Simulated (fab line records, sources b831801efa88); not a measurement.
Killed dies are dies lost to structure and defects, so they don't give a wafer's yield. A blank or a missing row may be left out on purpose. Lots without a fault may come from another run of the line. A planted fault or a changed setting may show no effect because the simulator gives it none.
A struck lot beside a sound one | flow sky130 | 15 steps out of a route of 708
Sound: wafers L230.2, L230.3, L230.5. Struck: wafers L240.1, L240.2, L240.4. The cause comes at the end.
At each step with rows: each side's tool, then ch and its chambers, then its first start. Under that, the readings that differ: sound wafers | struck wafers | difference of the means | sigmas: that difference in standard deviations of wafers without a fault.
alike: readings whose means differ by less than 2 such deviations, and words and numbers that are the same on both sides. not compared: withheld readings, readings that some wafer has no value for, bounds like >300 that may hide the same value, and numbers for which the record gives no deviation and whose values overlap.
The two part at a step that has a row with sigmas, a row that says differs or no value, or rows on one side only. Numbers that don't overlap but have no deviation are shown without sigmas and don't part them. A reading that every wafer of one side lacks parts them only if that side has two wafers or more.

first, 4 steps without rows for these wafers: SKY_LDD_N_SOFTBAKE_03 (time 60 s); SKY_LDD_N_EXPOSE_04 (exposes mask NTM, target cd 840 nm); SKY_LDD_N_PEB_05; SKY_LDD_N_DEVELOP_06 (develop time 60 s).
SKY_LDD_N_OVL_MEAS_07:
  sound on overlay-01, day 19 10:20; struck on overlay-02, day 22 18:44
  alike: LDD_N_OVL
then, 7 steps without rows for these wafers: SKY_LDD_N_IMPLANT_08; SKY_LDD_N_IMPLANT_09; SKY_LDD_N_IMPLANT_10; SKY_LDD_N_IMPLANT_11; SKY_LDD_N_IMPLANT_12; SKY_LDD_N_IMPLANT_13; SKY_LDD_N_IMPLANT_14.
SKY_LDD_N_IMPLANT_15:
  sound on implanter-01 ch 0, day 19 11:26; struck on implanter-04 ch 0, day 22 19:49
  reading            | sound                         | struck                        | difference | sigmas
  dose_ions_cm2      | 4.993e+12 4.996e+12 4.989e+12 | 3.033e+12 3.034e+12 3.027e+12 | -1.961e+12 | -99 or more
  faraday_current_uA | 28.0 27.5 28.3                | 17.0 17.1 17.1                | -10.9      | -20
SKY_LDD_N_STRIP_16: strips in O2/N2.
  sound on plasma_asher-04 ch 0,1, day 19 11:34; struck on plasma_asher-04 ch 0,1, day 22 19:58
  alike: drypump_motor_current_A, oes_product_au, strip_time_to_endpoint_s
  not compared: rf_hours_counter_h
-- the record jumps here: 26 days lie between the struck wafers' starts before and after (it left off in module LDD_N and takes up again in module PAD_OPEN, whose first step shown is number 708 of the route) --
SKY_PAD_OPEN_PROBE_99:
  sound on prober-01, day 46 21:25; struck on prober-01, day 49 02:53
  reading                                   | sound               | struck              | difference | sigmas
  model.etest.nfet_01v8_turned.vt_sat_v (V) | 0.6397 0.643 0.6437 | 0.6293 0.632 0.6202 | -0.0150    |
  alike: killed_at_M0_to_M3, killed_at_M4_up, killed_at_contacts, killed_at_front_end, killed_at_other, killed_dies, killed_open, killed_short
  not compared: model.etest.nfet_01v8_lvt.vt_sat_v

WHERE THEY PART
Only at SKY_LDD_N_IMPLANT_15, within this record. Later steps at which nothing parts them and some readings are alike: SKY_LDD_N_STRIP_16, SKY_PAD_OPEN_PROBE_99.

WHY: what the simulator had put in
Process parameter drift: implanter-04, from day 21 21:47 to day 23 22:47, at SKY_LDD_N_IMPLANT_15. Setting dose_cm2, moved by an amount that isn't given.
